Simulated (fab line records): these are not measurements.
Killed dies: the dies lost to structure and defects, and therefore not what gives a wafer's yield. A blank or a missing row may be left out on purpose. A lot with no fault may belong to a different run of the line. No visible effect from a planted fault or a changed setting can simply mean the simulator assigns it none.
One fault through the eyes of 2 desks / flow gf180mcu / each desk has only its own numbers; what lay behind them comes last

== DESK OF THE TOOL OWNER: rie diel-01 ==
The tool's own readings at GF_PASSIVATION_ETCH_11 (etches the open film in CF4/O2, stops on TiN, target depth 2040 nm, time 453.3 s): means of the sampled wafers that have a number, for each lot that ran on this tool. A lot is out of limits, marked OUT, if its mean lies more than 4 standard deviations from the usual mean; the brackets give that distance.
Columns: A = drypump motor current A at GF_PASSIVATION_ETCH_11, usual 6.0 A; B = oes product au at GF_PASSIVATION_ETCH_11, usual 0.990 a.u.; C = rf fwd power W at GF_PASSIVATION_ETCH_11, usual 798.1 W; D = throttle valve pct at GF_PASSIVATION_ETCH_11, usual 5.969 %
lot=L879; first seen here=day 29 11:03; A=6.3; B=0.990; C=797.3; D=5.973
lot=L880; first seen here=day 29 15:21; A=6.0; B=0.986; C=800.4; D=5.972
lot=L889; first seen here=day 32 12:09; A=6.2; B=0.999; C=925.0 (+58) OUT; D=5.972
lot=L891; first seen here=day 32 23:37; A=6.2; B=0.997; C=926.8 (+58) OUT; D=5.973
Finding of this desk: L889, L891 out of limits; the first was L889 at day 32 12:09, on rf fwd power W at GF_PASSIVATION_ETCH_11. In limits: L879, L880.

== THE METROLOGY DESK ==
Means of the sampled wafers that have a number, per lot and without regard to the tool the lot ran on: this is what the gauges read. A lot is out of limits, marked OUT, if its mean lies more than 4 standard deviations from the usual mean; the brackets give that distance.
Columns: A = V5_CVD_00_THK at GF_V5_THK_MEAS_01, usual 302 nm; B = cd nm at GF_TOP_METAL_CD_MEAS_14, usual 440.4 nm
lot=L877; first seen here=day 26 07:26; A=304; B=437.6
lot=L879; first seen here=day 26 20:32; A=301; B=438.0
lot=L880; first seen here=day 27 00:50; A=300; B=439.5
lot=L882; first seen here=day 27 10:25; A=304; B=440.5
lot=L883; first seen here=day 28 00:34; A=300; B=438.1
lot=L884; first seen here=day 28 20:58; A=304; B=443.6
lot=L889; first seen here=day 30 04:06; A=301; B=441.1
lot=L891; first seen here=day 30 17:20; A=308; B=439.9
lot=L897; first seen here=day 32 09:06; A=299; B=440.2
lot=L899; first seen here=day 32 16:16; A=299; B=438.9
lot=L898; first seen here=day 32 16:22; A=297; B=442.3
This desk found nothing out of limits on any of the 11 lots.

== BROUGHT TOGETHER ==
The tool owner's desk had the chance to raise an alarm at day 32 12:09 on L889, L891.
From the metrology desk's view, nothing was out of limits.
The metrology desk has L889, L891 on record, within its limits.
All the named lots went through GF_PASSIVATION_ETCH_11 on rie diel-01.

== WHAT WAS PUT IN BY THE SIMULATOR ==
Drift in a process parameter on rie diel-01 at GF_PASSIVATION_ETCH_11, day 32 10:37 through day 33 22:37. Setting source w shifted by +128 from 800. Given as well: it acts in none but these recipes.
Lots struck among those shown: L889, L891.
How many hours passed from the start of the fault until each desk's first out-of-limits reading: the tool owner's desk, 2.
